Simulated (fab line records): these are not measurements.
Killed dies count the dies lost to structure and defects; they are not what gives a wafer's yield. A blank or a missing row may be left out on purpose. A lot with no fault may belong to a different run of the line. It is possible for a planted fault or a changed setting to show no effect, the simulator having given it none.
fab line records	flow sky130
[record] lots = 12	wafers = 36	last-day = 50
route steps=708 shown VIA1@478 METAL2@485 VIA2@522 PAD_OPEN@708
lots with no fault: from the same line, run without faults
start-h: hours from the record's opening day to when the first of the lot's shown wafers began	wait-h: hours elapsed since this lot's preceding step	" same as the row above	L1.1+2: several wafers, shown together as one row	- value missing, or start not given	* or withheld: withheld	< > ~ a bound
route shown NAME@n: NAME is a module with steps in the file, n the number in the route of the first one	usual: mean and standard deviation over wafers with no fault	same: alike in all rows	chamber/n: place in a boat	sites: each site's reading	_std_site: standard deviation across them	_edge_site: mean of outer sites minus mean of inner sites	radius-mm: how far each site lies from the wafer's centre	mask NAME#n: copy n	behind: the tool/chamber that last shaped the wafer	hold: what put the lot on hold/how long, in hours/how the hold closed	device: transistor that didn't switch, given as n, p or np	end of line: the route-end tests of the same wafers	step lacking rows: just its recipe	killed: the dies lost at the first sort to structure and to defects; this is not the yield of the wafer	map: the dies of a wafer, with x for killed, . for not killed, _ for no die there
set.NAME: the setting as run; set.NAME@STEP: as run at that earlier step	model.NAME: the simulator's own value behind a step, which no gauge read
one table for each step of the route and one row for each wafer, over a sample of lots
services: a tool's chamber out of use, with start hour (start-h, from the record's first day; less than 0 if before it), hours out, and reason
[[steps]]
[step SKY_VIA1_SPUTTER_20]
[recipe] material = TiN	target-thk-nm = 20	chamber-pressure-pa = 5	power-w = 4000	time-s = 80
[usual] throttle-valve-pct = 29.9/0.81
lot.wafer	tool	chamber	start-h	wait-h	throttle-valve-pct
L573.2	pvd-sputter-04	-	789.33	0.0	30.5
L573.3	"	-	"	"	29.7
L573.4	"	-	"	"	30.9
L574.2	pvd-sputter-03	-	797.42	0.0	30.5
L574.3	"	-	"	"	29.3
L574.5	"	-	"	"	30.4
L575.1	pvd-sputter-04	-	804.91	0.0	30.9
L575.2	"	-	"	"	29.6
L575.6	"	-	"	"	29.6
L576.2	pvd-sputter-01	-	816.25	0.0	27.8
L576.4	"	-	"	"	29.4
L576.6	"	-	"	"	28.0
L577.1	pvd-sputter-01	-	828.28	0.0	28.8
L577.5	"	-	"	"	28.0
L577.6	"	-	"	"	29.6
L579.3	pvd-sputter-01	-	841.35	0.0	29.6
L579.4	"	-	"	"	29.1
L579.5	"	-	"	"	30.4
L583.1	pvd-sputter-04	-	876.50	0.0	30.9
L583.2	"	-	"	"	29.9
L583.5	"	-	"	"	30.9
L584.2	pvd-sputter-01	-	883.67	0.0	30.6
L584.4	"	-	"	"	29.6
L584.6	"	-	"	"	27.7
L592.1	pvd-sputter-03	-	943.16	0.0	30.7
L592.2	"	-	"	"	29.2
L592.5	"	-	"	"	29.2
L593.4	pvd-sputter-04	-	950.51	0.0	30.9
L593.5	"	-	"	"	30.1
L593.6	"	-	"	"	29.7
L594.1	pvd-sputter-04	-	953.73	0.0	29.9
L594.4	"	-	"	"	30.4
L594.5	"	-	"	"	30.0
L596.1	pvd-sputter-03	-	956.17	0.0	29.0
L596.4	"	-	"	"	31.1
L596.5	"	-	"	"	29.2
[step SKY_METAL2_SPUTTER_02]
[recipe] material = AlCu	target-thk-nm = 250	power-w = 10600	time-s = 13.3	chamber-pressure-pa = 0.4
[usual] throttle-valve-pct = 29.2/0.91
lot.wafer	tool	chamber	start-h	wait-h	throttle-valve-pct
L573.2	pvd-sputter-01	-	790.03	0.0	29.4
L573.3	"	-	"	"	29.3
L573.4	"	-	"	"	27.8
L574.2	pvd-sputter-01	-	798.10	0.0	27.8
L574.3	"	-	"	"	30.5
L574.5	"	-	"	"	27.9
L575.1	pvd-sputter-01	-	805.59	0.0	29.1
L575.2	"	-	"	"	30.5
L575.6	"	-	"	"	28.9
L576.2	pvd-sputter-01	-	816.93	0.0	30.6
L576.4	"	-	"	"	28.0
L576.6	"	-	"	"	29.1
L577.1	pvd-sputter-02	-	828.96	0.0	29.4
L577.5	"	-	"	"	28.2
L577.6	"	-	"	"	28.1
L579.3	pvd-sputter-02	-	842.03	0.0	29.4
L579.4	"	-	"	"	28.2
L579.5	"	-	"	"	29.7
L583.1	pvd-sputter-03	-	877.18	0.0	28.9
L583.2	"	-	"	"	30.7
L583.5	"	-	"	"	30.2
L584.2	pvd-sputter-02	-	884.37	0.0	29.1
L584.4	"	-	"	"	28.2
L584.6	"	-	"	"	28.3
L592.1	pvd-sputter-02	-	943.84	0.0	29.3
L592.2	"	-	"	"	28.3
L592.5	"	-	"	"	28.4
L593.4	pvd-sputter-03	-	951.19	0.0	30.3
L593.5	"	-	"	"	31.1
L593.6	"	-	"	"	29.2
L594.1	pvd-sputter-02	-	954.41	0.0	28.2
L594.4	"	-	"	"	29.3
L594.5	"	-	"	"	29.4
L596.1	pvd-sputter-01	-	956.88	0.0	30.7
L596.4	"	-	"	"	27.9
L596.5	"	-	"	"	29.3
[step SKY_VIA2_ETCH_15]
[recipe] target = SiO2	chemistry = C4F8/O2/Ar	target-depth-nm = 546	stop-on = TiN	mask-material = KrF-thick	source-w = 1500	bias-w = 1200	pressure-mtorr = 40	c4f8-flow-sccm = withheld	O2_flow_sccm = 6	Ar_flow_sccm = 300	time-s = 84
[usual] oes-product-au = 0.940/0.0048
lot.wafer	tool	chamber	start-h	wait-h	oes-product-au	rf-hours-counter-h
L573.2	rie-diel-04	3	844.44	0.0	0.939	21
L573.3	"	1	"	"	0.943	19
L573.4	"	2	"	"	0.947	8
L574.2	rie-diel-04	1	852.24	0.0	0.940	19
L574.3	"	0	"	"	0.939	7
L574.5	"	2	"	"	0.940	-
L575.1	rie-diel-04	0	859.43	0.0	0.948	7
L575.2	"	1	"	"	0.943	20
L575.6	"	2	"	"	0.933	-
L576.2	rie-diel-04	0	870.59	0.0	0.943	7
L576.4	"	2	"	"	0.944	9
L576.6	"	1	"	"	0.940	-
L577.1	rie-diel-04	2	882.28	0.0	0.936	10
L577.5	"	2	"	"	0.935	-
L577.6	"	1	"	"	0.934	-
L579.3	rie-diel-02	0	894.83	0.0	0.940	3
L579.4	"	1	"	"	0.940	12
L579.5	"	0	"	"	0.935	-
L583.1	rie-diel-02	1	928.73	0.0	0.951	13
L583.2	"	2	"	"	0.943	13
L583.5	"	2	"	"	0.938	-
L584.2	rie-diel-02	0	936.13	0.0	0.946	5
L584.4	"	1	"	"	0.944	13
L584.6	"	3	"	"	0.928	-
L592.1	rie-diel-04	2	991.84	0.0	0.935	12
L592.2	"	0	"	"	0.936	11
L592.5	"	0	"	"	0.941	-
L593.4	rie-diel-04	2	1000.63	0.0	0.941	12
L593.5	"	1	"	"	0.944	-
L593.6	"	0	"	"	0.944	-
L594.1	rie-diel-02	3	1002.53	0.0	0.936	13
L594.4	"	2	"	"	0.940	14
L594.5	"	1	"	"	0.935	-
L596.1	rie-diel-02	3	1005.43	0.0	0.936	13
L596.4	"	1	"	"	0.942	15
L596.5	"	3	"	"	0.932	-
[step SKY_VIA2_THK_MEAS_23]
[recipe] thk-meas-gauge = xrf	reads = W_of_VIA2_CVD_21
[usual] VIA2_W_THK = 413/6.2
lot.wafer	tool	chamber	start-h	wait-h	VIA2_W_THK[nm]
L573.2	film-metro-04	-	845.42	0.1	411
L573.3	"	-	"	"	413
L573.4	"	-	"	"	406
L574.2	film-metro-04	-	853.35	0.1	411
L574.3	"	-	"	"	409
L574.5	"	-	"	"	411
L575.1	film-metro-03	-	860.45	0.1	416
L575.2	"	-	"	"	414
L575.6	"	-	"	"	416
L576.2	film-metro-01	-	871.60	0.1	415
L576.4	"	-	"	"	412
L576.6	"	-	"	"	408
L577.1	film-metro-01	-	883.27	0.1	425
L577.5	"	-	"	"	418
L577.6	"	-	"	"	413
L579.3	film-metro-04	-	895.82	0.1	403
L579.4	"	-	"	"	407
L579.5	"	-	"	"	408
L583.1	film-metro-04	-	929.70	0.1	405
L583.2	"	-	"	"	402
L583.5	"	-	"	"	401
L584.2	film-metro-03	-	937.20	0.1	415
L584.4	"	-	"	"	422
L584.6	"	-	"	"	416
L592.1	film-metro-01	-	992.81	0.1	415
L592.2	"	-	"	"	423
L592.5	"	-	"	"	414
L593.4	film-metro-03	-	1001.72	0.1	412
L593.5	"	-	"	"	406
L593.6	"	-	"	"	415
L594.1	film-metro-01	-	1003.54	0.1	410
L594.4	"	-	"	"	420
L594.5	"	-	"	"	417
L596.1	film-metro-04	-	1006.40	0.1	408
L596.4	"	-	"	"	409
L596.5	"	-	"	"	400
[step SKY_PAD_OPEN_PROBE_99]
[usual] defect-limited-yield = 82.4/1.8	killed_at_M0_to_M3 = 44/7	killed_at_M4_up = 3.2/2	killed-at-contacts = 25/5.3	killed-at-front-end = 15/4.3	killed-at-other = 0.3/0.54	killed-dies = 86/8.7	killed-on-rim = 17/3.6	killed-open = 47/6.4	killed-short = 39/5.6	sort_bin_3_pad_short = 0.9/0.43	sort_bin_5_function = 10.4/1.4	sort_bin_6_memory = 6.3/1.2	sort-n-pass = 406/8.7	sort-yield-pct = 82.4/1.8
[same] gross-dies = 492	killed-at-back-side = 0	sort_bin_4_leakage[%] = 0	sort_bin_8_speed[%] = 0
lot.wafer	tool	chamber	start-h	wait-h	defect-limited-yield[%]	killed_at_M0_to_M3	killed_at_M4_up	killed-at-contacts	killed-at-front-end	killed-at-other	killed-dies	killed-on-rim	killed-open	killed-short	sort_bin_3_pad_short[%]	sort_bin_5_function[%]	sort_bin_6_memory[%]	sort-n-pass	sort-yield-pct[%]
L573.2	prober-01	-	1070.75	0.1	80.3	47	3	20	26	1	97	16	53	44	0.6	12.0	7.1	395	80.3
L573.3	prober-01	-	1070.80	0.2	83.9	33	1	24	21	0	79	15	47	32	1.0	10.0	5.1	413	83.9
L573.4	prober-01	-	1070.85	0.2	85.0	43	5	14	12	0	74	12	45	29	0.8	10.0	4.3	418	85.0
L574.2	prober-02	-	1075.77	0.1	84.1	52	2	19	5	0	78	14	39	38	0.6	7.3	7.9	414	84.1
L574.3	prober-02	-	1075.82	0.2	81.1	50	2	26	15	0	93	20	53	40	0.4	8.7	9.8	399	81.1
L574.5	prober-02	-	1075.92	0.2	80.1	44	6	27	21	0	98	16	55	43	0.8	11.4	7.7	394	80.1
L575.1	prober-01	-	1082.40	0.1	81.3	45	3	30	14	0	92	18	50	42	1.0	13.8	3.9	400	81.3
L575.2	prober-01	-	1082.45	0.1	82.9	35	3	35	11	0	84	18	48	36	0.8	10.6	5.7	408	82.9
L575.6	prober-01	-	1082.65	0.2	81.7	50	2	26	11	1	90	20	53	36	0.6	13.0	4.7	402	81.7
L576.2	prober-02	-	1091.26	0.1	83.3	36	3	31	11	1	82	17	41	39	1.0	10.0	5.7	410	83.3
L576.4	prober-02	-	1091.36	0.2	82.5	47	6	17	15	1	86	17	37	48	1.4	11.2	4.9	406	82.5
L576.6	prober-02	-	1091.46	0.2	80.1	53	3	28	13	1	98	21	51	45	1.6	12.4	5.9	394	80.1
L577.1	prober-01	-	1102.29	0.1	84.3	31	4	28	14	0	77	21	50	27	0.4	8.9	6.3	415	84.3
L577.5	prober-01	-	1102.49	0.2	80.1	49	6	27	16	0	98	17	46	52	1.8	11.8	6.3	394	80.1
L577.6	prober-01	-	1102.54	0.2	82.7	47	2	23	13	0	85	16	47	38	1.2	10.0	6.1	407	82.7
L579.3	prober-01	-	1110.40	0.2	86.6	33	5	22	6	0	66	20	35	31	1.0	9.1	3.3	426	86.6
L579.4	prober-01	-	1110.45	0.2	82.7	45	7	19	14	0	85	10	46	39	1.0	10.2	6.1	407	82.7
L579.5	prober-01	-	1110.50	0.2	86.6	34	3	12	17	0	66	14	35	31	0.4	7.7	5.3	426	86.6
L583.1	prober-01	-	1137.37	0.1	81.9	49	5	20	15	0	89	15	40	48	1.0	11.8	5.3	403	81.9
L583.2	prober-01	-	1137.42	0.1	82.7	39	2	29	15	0	85	26	50	34	1.2	9.3	6.7	407	82.7
L583.5	prober-01	-	1137.57	0.2	85.0	42	1	24	7	0	74	12	44	30	0.6	8.9	5.5	418	85.0
L584.2	prober-02	-	1144.10	0.1	81.7	45	4	26	15	0	90	23	46	43	0.4	12.0	5.9	402	81.7
L584.4	prober-02	-	1144.20	0.2	83.9	42	1	18	17	1	79	10	42	35	1.4	10.2	4.5	413	83.9
L584.6	prober-02	-	1144.30	0.2	81.3	46	5	20	20	1	92	23	50	42	1.8	10.4	6.5	400	81.3
L592.1	prober-02	-	1184.59	0.1	70.7	105	4	19	15	1	144	29	45	35	5.3	16.5	7.5	348	70.7
L592.2	prober-02	-	1184.64	0.1	82.5	46	8	23	9	0	86	15	47	39	0.4	11.8	5.3	406	82.5
L592.5	prober-02	-	1184.79	0.2	82.9	48	5	19	11	1	84	11	44	40	1.6	10.2	5.3	408	82.9
L593.4	prober-01	-	1190.34	0.2	71.3	114	2	14	9	2	141	24	48	28	5.1	15.2	8.3	351	71.3
L593.5	prober-01	-	1190.39	0.2	79.5	42	1	29	29	0	101	18	58	43	1.8	11.6	7.1	391	79.5
L593.6	prober-01	-	1190.44	0.2	82.1	41	5	27	15	0	88	24	53	35	1.0	10.2	6.7	404	82.1
L594.1	prober-02	-	1191.90	0.1	82.1	45	7	18	17	1	88	16	39	49	1.6	9.6	6.7	404	82.1
L594.4	prober-02	-	1192.05	0.2	82.7	42	3	24	16	0	85	16	46	39	0.6	10.0	6.7	407	82.7
L594.5	prober-02	-	1192.10	0.2	81.7	51	0	27	12	0	90	19	43	47	1.0	12.2	5.1	402	81.7
L596.1	prober-01	-	1193.54	0.1	79.9	46	3	31	18	1	99	12	57	42	0.6	12.8	6.7	393	79.9
L596.4	prober-01	-	1193.69	0.2	80.9	48	3	26	17	0	94	20	47	47	1.2	10.8	7.1	398	80.9
L596.5	prober-01	-	1193.74	0.2	81.5	49	5	24	13	0	91	10	49	42	1.2	9.1	8.1	401	81.5
// killed by level:class
L573.2 VIA1:geometric-particle:open=10 VIA2:geometric-particle:open=8 FIELD_ISO:geometric-particle:open=6 VIA3:geometric-particle:open=6 FIELD_ISO:geometric-particle:short=5 POLY_GATE:geometric-particle:open=5 LI_CONTACT:geometric-particle:open=5 CONTACT:geometric-particle:open=5
L573.3 LI_CONTACT:geometric-particle:open=11 VIA1:geometric-particle:open=9 FIELD_ISO:geometric-particle:short=5 POLY_GATE:geometric-particle:short=5 CONTACT:geometric-particle:open=5 METAL1:geometric-particle:short=5 CONTACT:geometric-particle:short=4 METAL1:geometric-particle:open=4
L573.4 VIA2:geometric-particle:open=9 VIA1:geometric-particle:open=8 VIA3:geometric-particle:open=8 METAL2:geometric-particle:short=6 CONTACT:geometric-particle:open=5 POLY_GATE:geometric-particle:short=4 LI_CONTACT:geometric-particle:open=4 FIELD_ISO:geometric-particle:open=3
L574.2 VIA1:geometric-particle:open=11 METAL2:geometric-particle:short=7 CONTACT:geometric-particle:open=7 METAL1:geometric-particle:short=7 VIA1:geometric-particle:short=7 VIA2:geometric-particle:open=5 VIA3:geometric-particle:open=5 LI_CONTACT:geometric-particle:open=4
L574.3 VIA1:geometric-particle:open=11 LI_CONTACT:geometric-particle:open=10 CONTACT:geometric-particle:open=7 VIA3:geometric-particle:open=7 METAL1:geometric-particle:short=7 VIA1:geometric-particle:short=6 POLY_GATE:geometric-particle:short=6 VIA2:geometric-particle:open=6
L574.5 VIA1:geometric-particle:open=10 CONTACT:geometric-particle:open=9 LI_CONTACT:geometric-particle:open=8 METAL1:geometric-particle:short=7 VIA1:geometric-particle:short=7 VIA2:geometric-particle:open=6 VIA3:geometric-particle:open=6 POLY_GATE:geometric-particle:open=5
L575.1 CONTACT:geometric-particle:open=12 VIA1:geometric-particle:open=12 CONTACT:geometric-particle:short=10 METAL1:geometric-particle:short=8 VIA2:geometric-particle:open=7 POLY_GATE:geometric-particle:short=5 LI_CONTACT:geometric-particle:open=5 VIA3:geometric-particle:open=4
L575.2 CONTACT:geometric-particle:open=15 VIA1:geometric-particle:open=10 LI_CONTACT:geometric-particle:open=8 CONTACT:geometric-particle:short=5 METAL2:geometric-particle:short=5 VIA3:geometric-particle:open=5 LOCAL_INTERCONNECT:geometric-particle:short=4 METAL1:geometric-particle:short=4
L575.6 VIA1:geometric-particle:open=14 CONTACT:geometric-particle:open=13 METAL1:geometric-particle:short=7 VIA1:geometric-particle:short=6 VIA3:geometric-particle:open=6 CONTACT:geometric-particle:short=4 LOCAL_INTERCONNECT:geometric-particle:short=4 METAL2:geometric-particle:short=4
L576.2 CONTACT:geometric-particle:open=10 VIA1:geometric-particle:open=10 CONTACT:geometric-particle:short=7 LI_CONTACT:geometric-particle:open=6 VIA2:geometric-particle:open=6 FIELD_ISO:geometric-particle:short=4 LOCAL_INTERCONNECT:geometric-particle:short=4 METAL1:geometric-particle:short=4
L576.4 VIA1:geometric-particle:open=10 VIA1:geometric-particle:short=8 FIELD_ISO:geometric-particle:short=7 CONTACT:geometric-particle:open=6 CONTACT:geometric-particle:short=5 METAL1:geometric-particle:short=5 VIA2:geometric-particle:open=5 VIA3:geometric-particle:open=5
L576.6 VIA2:geometric-particle:open=12 LI_CONTACT:geometric-particle:open=11 CONTACT:geometric-particle:open=9 VIA3:geometric-particle:short=7 VIA1:geometric-particle:open=6 CONTACT:geometric-particle:short=6 METAL2:geometric-particle:short=6 METAL3:geometric-particle:short=5
L577.1 CONTACT:geometric-particle:open=12 LI_CONTACT:geometric-particle:open=8 VIA1:geometric-particle:open=8 METAL2:geometric-particle:short=5 VIA3:geometric-particle:open=5 POLY_GATE:geometric-particle:open=4 CONTACT:geometric-particle:short=4 FIELD_ISO:geometric-particle:open=3
L577.5 CONTACT:geometric-particle:open=9 LI_CONTACT:geometric-particle:open=7 METAL2:geometric-particle:short=7 FIELD_ISO:geometric-particle:short=6 VIA3:geometric-particle:open=5 METAL4:geometric-particle:short=5 LOCAL_INTERCONNECT:geometric-particle:short=5 VIA2:geometric-particle:open=5
L577.6 CONTACT:geometric-particle:open=10 METAL2:geometric-particle:short=8 VIA2:geometric-particle:open=7 METAL3:geometric-particle:short=7 LI_CONTACT:geometric-particle:open=6 METAL1:geometric-particle:short=5 VIA1:geometric-particle:open=5 FIELD_ISO:geometric-particle:open=4
L579.3 CONTACT:geometric-particle:open=11 METAL1:geometric-particle:short=5 VIA1:geometric-particle:open=5 VIA3:geometric-particle:open=5 LI_CONTACT:geometric-particle:open=4 CONTACT:geometric-particle:short=4 METAL2:geometric-particle:short=4 VIA2:geometric-particle:short=4
L579.4 VIA2:geometric-particle:open=10 VIA1:geometric-particle:open=9 LI_CONTACT:geometric-particle:open=8 CONTACT:geometric-particle:open=7 METAL4:geometric-particle:short=7 POLY_GATE:geometric-particle:short=5 VIA2:geometric-particle:short=5 METAL1:geometric-particle:short=5
L579.5 METAL1:geometric-particle:short=10 VIA2:geometric-particle:open=7 FIELD_ISO:geometric-particle:short=5 CONTACT:geometric-particle:open=5 VIA1:geometric-particle:open=5 FIELD_ISO:geometric-particle:open=4 POLY_GATE:geometric-particle:open=4 LI_CONTACT:geometric-particle:open=4
L583.1 METAL2:geometric-particle:short=9 VIA2:geometric-particle:open=8 VIA1:geometric-particle:open=8 FIELD_ISO:geometric-particle:short=6 LOCAL_INTERCONNECT:geometric-particle:short=6 LI_CONTACT:geometric-particle:open=5 METAL1:geometric-particle:short=5 METAL1:geometric-particle:open=5
L583.2 CONTACT:geometric-particle:open=15 VIA2:geometric-particle:open=11 METAL1:geometric-particle:short=9 LI_CONTACT:geometric-particle:open=6 FIELD_ISO:geometric-particle:short=5 FIELD_ISO:geometric-particle:open=4 LOCAL_INTERCONNECT:geometric-particle:short=4 CONTACT:geometric-particle:short=4
L583.5 VIA1:geometric-particle:open=9 LI_CONTACT:geometric-particle:open=8 CONTACT:geometric-particle:open=8 METAL1:geometric-particle:short=7 VIA3:geometric-particle:open=6 VIA2:geometric-particle:open=5 POLY_GATE:geometric-particle:open=3 VIA2:geometric-particle:short=3
L584.2 CONTACT:geometric-particle:open=10 VIA1:geometric-particle:open=9 METAL2:geometric-particle:short=8 LI_CONTACT:geometric-particle:open=7 METAL1:geometric-particle:short=6 VIA2:geometric-particle:open=6 LOCAL_INTERCONNECT:geometric-particle:short=5 VIA1:geometric-particle:short=5
L584.4 VIA1:geometric-particle:open=7 VIA3:geometric-particle:open=7 LI_CONTACT:geometric-particle:open=6 VIA1:geometric-particle:short=6 CONTACT:geometric-particle:open=5 VIA2:geometric-particle:short=5 POLY_GATE:geometric-particle:open=4 VIA2:geometric-particle:open=4
L584.6 VIA3:geometric-particle:open=11 LI_CONTACT:geometric-particle:open=8 VIA1:geometric-particle:open=8 VIA2:geometric-particle:open=7 CONTACT:geometric-particle:open=6 FIELD_ISO:geometric-particle:short=5 POLY_GATE:geometric-particle:short=5 METAL4:geometric-particle:short=4
L592.1 VIA2:unspecified=63 VIA1:geometric-particle:open=12 METAL2:geometric-particle:short=8 LI_CONTACT:geometric-particle:open=7 VIA2:geometric-particle:open=7 CONTACT:geometric-particle:open=6 FIELD_ISO:geometric-particle:short=5 METAL1:geometric-particle:short=5
L592.2 VIA1:geometric-particle:open=11 CONTACT:geometric-particle:open=8 METAL2:geometric-particle:short=7 METAL1:geometric-particle:short=5 VIA3:geometric-particle:open=5 VIA1:geometric-particle:short=5 METAL4:geometric-particle:short=5 LI_CONTACT:geometric-particle:open=4
L592.5 VIA3:geometric-particle:open=9 VIA1:geometric-particle:open=8 LI_CONTACT:geometric-particle:open=7 VIA2:geometric-particle:open=7 CONTACT:geometric-particle:open=5 METAL1:geometric-particle:short=5 VIA1:geometric-particle:short=5 METAL4:geometric-particle:short=5
L593.4 VIA2:unspecified=64 VIA3:geometric-particle:open=13 VIA1:geometric-particle:open=11 VIA2:geometric-particle:open=9 LI_CONTACT:geometric-particle:open=6 POLY_GATE:geometric-particle:short=4 METAL2:geometric-particle:short=4 CONTACT:geometric-particle:short=3
L593.5 VIA1:geometric-particle:open=12 LI_CONTACT:geometric-particle:open=10 CONTACT:geometric-particle:open=8 FIELD_ISO:geometric-particle:open=6 VIA1:geometric-particle:short=6 POLY_GATE:geometric-particle:short=5 SPACER:geometric-particle:open=5 SPACER:geometric-particle:short=5
L593.6 LI_CONTACT:geometric-particle:open=9 CONTACT:geometric-particle:open=9 VIA1:geometric-particle:open=8 VIA2:geometric-particle:open=7 VIA3:geometric-particle:open=6 FIELD_ISO:geometric-particle:open=5 POLY_GATE:geometric-particle:open=5 LI_CONTACT:geometric-particle:short=5
L594.1 METAL1:geometric-particle:short=10 CONTACT:geometric-particle:open=7 VIA1:geometric-particle:open=7 FIELD_ISO:geometric-particle:open=6 METAL4:geometric-particle:short=6 FIELD_ISO:geometric-particle:short=5 VIA3:geometric-particle:short=5 VIA3:geometric-particle:open=5
L594.4 VIA1:geometric-particle:open=12 METAL1:geometric-particle:short=8 FIELD_ISO:geometric-particle:open=6 CONTACT:geometric-particle:open=6 VIA2:geometric-particle:open=6 LI_CONTACT:geometric-particle:open=5 CONTACT:geometric-particle:short=5 POLY_GATE:geometric-particle:open=4
L594.5 VIA1:geometric-particle:open=12 METAL1:geometric-particle:short=11 LOCAL_INTERCONNECT:geometric-particle:short=8 CONTACT:geometric-particle:open=8 LI_CONTACT:geometric-particle:open=6 VIA2:geometric-particle:open=6 VIA1:geometric-particle:short=6 METAL2:geometric-particle:short=6
L596.1 VIA2:geometric-particle:open=10 CONTACT:geometric-particle:open=9 LI_CONTACT:geometric-particle:open=8 VIA3:geometric-particle:open=7 VIA1:geometric-particle:open=6 FIELD_ISO:geometric-particle:open=5 CONTACT:geometric-particle:short=5 VIA1:geometric-particle:short=5
L596.4 VIA3:geometric-particle:open=11 CONTACT:geometric-particle:open=10 FIELD_ISO:geometric-particle:short=7 VIA2:geometric-particle:open=7 VIA1:geometric-particle:short=6 LOCAL_INTERCONNECT:geometric-particle:short=5 VIA1:geometric-particle:open=5 METAL3:geometric-particle:short=5
L596.5 VIA1:geometric-particle:open=11 METAL1:geometric-particle:short=8 LI_CONTACT:geometric-particle:open=7 VIA2:geometric-particle:open=7 LOCAL_INTERCONNECT:geometric-particle:short=6 CONTACT:geometric-particle:open=6 FIELD_ISO:geometric-particle:open=5 METAL2:geometric-particle:short=5
[[services]]
tool	chamber	start-h	hours	kind
rie-diel-02	1	785.35	9.3	repair
rie-diel-04	1	796.11	2.8	repair
rie-diel-02	1	796.60	22.4	repair
pvd-sputter-02	-	807.31	0.6	repair
rie-diel-04	1	815.08	4.6	repair
rie-diel-04	3	837.18	1.4	repair
pvd-sputter-02	1	860.85	-	consumable-replace:kit
pvd-sputter-02	1	860.85	18.0	scheduled-down
pvd-sputter-02	1	860.85	18.0	vent-cycle
pvd-sputter-02	-	879.21	1.4	repair
pvd-sputter-04	-	885.23	8.5	repair
pvd-sputter-04	1	909.30	-	consumable-replace:kit
pvd-sputter-04	1	909.30	18.0	scheduled-down
pvd-sputter-04	1	909.30	18.0	vent-cycle
rie-diel-04	2	921.43	19.3	repair
pvd-sputter-02	-	935.66	2.6	repair
pvd-sputter-01	3	937.05	-	consumable-replace:kit
pvd-sputter-01	3	937.05	18.0	scheduled-down
pvd-sputter-01	3	937.05	18.0	vent-cycle
pvd-sputter-02	-	946.19	4.0	repair
pvd-sputter-02	-	960.31	6.9	repair
rie-diel-02	2	981.65	3.0	repair
pvd-sputter-01	-	1005.01	14.3	repair
[[key]]
[first-sign] step = SKY_PAD_OPEN_PROBE_99	reading = sort_bin_3_pad_short	direction = up	sigmas = 10	usual = 0.9	struck = 5.2
[effect] step = SKY_PAD_OPEN_PROBE_99	reading = killed_at_M0_to_M3	direction = up	sigmas = 9.4	usual = 44	struck = 110
met-at SKY_VIA2_ETCH_15
struck-lots L592,L593
struck-wafers L592.1,L593.4
not-acting-at SKY_VIA1_SPUTTER_20,SKY_METAL2_SPUTTER_02,SKY_VIA2_THK_MEAS_23
onset-between 882.28 991.84
[fault] kind = chamber-particle-source	tool = rie-diel-04	chamber = 2	onset-h = 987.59	steps = SKY_VIA2_ETCH_15	rate-per-visit-cm2 = 1.9606	end-h = 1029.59
